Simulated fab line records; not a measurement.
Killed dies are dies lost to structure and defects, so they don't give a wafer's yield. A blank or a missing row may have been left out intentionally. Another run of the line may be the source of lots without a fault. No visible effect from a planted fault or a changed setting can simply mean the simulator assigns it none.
Which tool is to blame? -- flow sky130 -- 13 lots, 39 wafers sampled, at 4 steps of a route of 708

WHAT THE GAUGES SHOWED, per wafer
SKY_RES_XHIGH_TW_MEAS_09.
lot,measured,on,RES_XHIGH_TW
L543,day 26 22:22,film_metro-03,1642 1645 1641
L544,day 27 01:28,film_metro-03,1643 1637 1635
L546,day 27 16:03,film_metro-03,1641 1635 1642
L547,day 28 21:26,film_metro-01,1606 1605 1607
L548,day 29 06:13,film_metro-01,1620 1622 1624
L549,day 29 21:52,film_metro-02,1649 1643 1638
L551,day 30 04:00,film_metro-02,1651 1641 1645
L552,day 31 00:19,film_metro-01,1628 1619 1606
L557,day 31 20:48,film_metro-02,1857 1868 1862
L559,day 31 22:07,film_metro-02,1857 1865 1860
L565,day 34 00:26,film_metro-02,1667 1653 1667
L564,day 34 02:43,film_metro-01,1626 1628 1620
L566,day 34 10:24,film_metro-01,1628 1628 1626

SKY_SD_N_RS_MEAS_18: uses a four-point probe to measure.
lot,measured,on,RES_XHIGH_RS (ohm/sq)
L543,day 28 03:50,film_metro-02,331.4 332.8 332.1
L544,day 28 07:03,film_metro-01,335.0 335.7 334.3
L546,day 28 21:09,film_metro-01,334.4 334.0 332.7
L547,day 30 02:11,film_metro-01,332.6 332.4 332.7
L548,day 30 11:17,film_metro-02,332.6 331.8 332.6
L549,day 31 02:20,film_metro-03,332.0 332.8 333.6
L551,day 31 08:23,film_metro-02,332.4 332.1 333.8
L552,day 32 05:16,film_metro-03,332.3 333.0 333.5
L557,day 33 01:02,film_metro-03,241.9 242.5 242.5
L559,day 33 01:41,film_metro-02,242.3 241.9 242.4
L565,day 35 04:07,film_metro-02,332.6 331.2 332.3
L564,day 35 06:07,film_metro-03,332.4 332.5 332.1
L566,day 35 14:03,film_metro-03,334.0 334.3 333.0

TOOL THAT RAN EACH LOT (tool first, then ch and the chambers of the sampled wafers, then the start)
lot,SKY_RES_XHIGH_IMPLANT_07,SKY_RES_XHIGH_STRIP_08
L543,"implanter-03 ch 0, day 26 22:09","plasma_asher-04 ch 0,1, day 26 22:17"
L544,"implanter-03 ch 0, day 27 01:13","plasma_asher-04 ch 0,1, day 27 01:22"
L546,"implanter-04 ch 0, day 27 15:48","plasma_asher-04 ch 0,1, day 27 15:57"
L547,"implanter-04 ch 0, day 28 21:14","plasma_asher-03 ch 0,1, day 28 21:20"
L548,"implanter-02 ch 0, day 29 06:00","plasma_asher-01 ch 0,1, day 29 06:08"
L549,"implanter-02 ch 0, day 29 21:37","plasma_asher-03 ch 0,1, day 29 21:46"
L551,"implanter-02 ch 0, day 30 03:45","plasma_asher-01 ch 0,1, day 30 03:54"
L552,"implanter-03 ch 0, day 31 00:05","plasma_asher-01 ch 0,1, day 31 00:12"
L557,"implanter-02 ch 0, day 31 20:33","plasma_asher-01 ch 0,1, day 31 20:42"
L559,"implanter-02 ch 0, day 31 21:52","plasma_asher-03 ch 0,1, day 31 22:01"
L565,"implanter-04 ch 0, day 34 00:11","plasma_asher-04 ch 1, day 34 00:19"
L564,"implanter-03 ch 0, day 34 02:29","plasma_asher-03 ch 0,1, day 34 02:37"
L566,"implanter-04 ch 0, day 34 10:09","plasma_asher-04 ch 0,1, day 34 10:18"
- SKY_RES_XHIGH_IMPLANT_07
- SKY_RES_XHIGH_STRIP_08: strips in O2/N2.

AS READ BY THE TOOLS THEMSELVES (means over the sampled wafers that have a number; for cases with no such wafer, the mark the record gives instead)
SKY_RES_XHIGH_IMPLANT_07.
lot,tool,beam_on_s (s),dose_ions_cm2
L543,implanter-03,42.7,3.601e+14
L544,implanter-03,41.6,3.600e+14
L546,implanter-04,44.2,3.601e+14
L547,implanter-04,43.3,3.596e+14
L548,implanter-02,38.0,3.602e+14
L549,implanter-02,39.0,3.600e+14
L551,implanter-02,38.7,3.603e+14
L552,implanter-03,41.7,3.597e+14
L557,implanter-02,57.8,5.356e+14
L559,implanter-02,57.0,5.356e+14
L565,implanter-04,43.7,3.599e+14
L564,implanter-03,42.4,3.597e+14
L566,implanter-04,43.8,3.598e+14

SKY_RES_XHIGH_STRIP_08.
lot,tool,chamber_pressure_mTorr (mTorr),drypump_motor_current_A (A),oes_product_au (a.u.),strip_time_to_endpoint_s (s)
L543,plasma_asher-04,1500.4,5.7,0.713,14.27
L544,plasma_asher-04,1499.4,5.4,0.710,14.28
L546,plasma_asher-04,1501.1,5.7,0.711,14.31
L547,plasma_asher-03,1499.5,5.8,0.712,14.26
L548,plasma_asher-01,1500.4,5.8,0.711,14.23
L549,plasma_asher-03,1500.0,5.8,0.711,14.18
L551,plasma_asher-01,1498.2,5.6,0.715,14.29
L552,plasma_asher-01,1500.1,5.6,0.712,14.34
L557,plasma_asher-01,1499.4,5.6,0.697,14.64
L559,plasma_asher-03,1499.3,5.8,0.692,14.63
L565,plasma_asher-04,1499.5,5.2,0.713,14.36
L564,plasma_asher-03,1499.8,5.7,0.708,14.31
L566,plasma_asher-04,1500.4,5.7,0.712,14.27

THE ANSWER, worked out from the rows above alone
Rule: the lots themselves supply what counts as usual. Put in order of their means at a reading, lots are off if they are a third of the lots or fewer, leave a main group of 4 or more, and stand apart from it by a gap of 3 or more times the standard deviation of the main group's means; of several such gaps the widest counts. A main group whose means are all the same, to the digits that the tables above print for the reading, isn't used. Also off: a lot with no number at a reading for which 4 or more lots have one. All remaining lots with rows at the step are treated as sound. After the gauges, taken in route order, come the tools' own readings; for these a lot's mean is taken, as printed above. At the first step where some lot is off, the reading lying furthest off is the one used; lots without a number count as furthest.
Off: at SKY_RES_XHIGH_TW_MEAS_09 (RES_XHIGH_TW), L557, L559. Main group: mean 1634, sd 15.
A tool fits if, at a process step before that reading, it ran every lot that is off, and no sound lot after the first of them. The gauges at SKY_RES_XHIGH_TW_MEAS_09 aren't tried: what is off there is off at SKY_RES_XHIGH_IMPLANT_07 too, on other tools, and a gauge's error can't cause that. One candidate fits, namely implanter-02 at SKY_RES_XHIGH_IMPLANT_07. Its last sound lot is L551 (day 30 03:45), its first lot that is off L557 (day 31 20:33): a fault that began between those two fits.
The tool's own readings at SKY_RES_XHIGH_IMPLANT_07 bear it out: on the lots that are off they differ by more than 5 times the standard deviation of the sound lots' means. beam_on_s reads 57.4 s there against 41.7 s on the sound lots; dose_ions_cm2 reads 5.356e+14 there against 3.599e+14 on the sound lots.

WHAT THE SIMULATOR PUT IN
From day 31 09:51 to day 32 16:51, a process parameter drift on implanter-02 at SKY_RES_XHIGH_IMPLANT_07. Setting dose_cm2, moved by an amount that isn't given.
Struck lots among those shown: L557, L559. The rule given above showed the same thing.
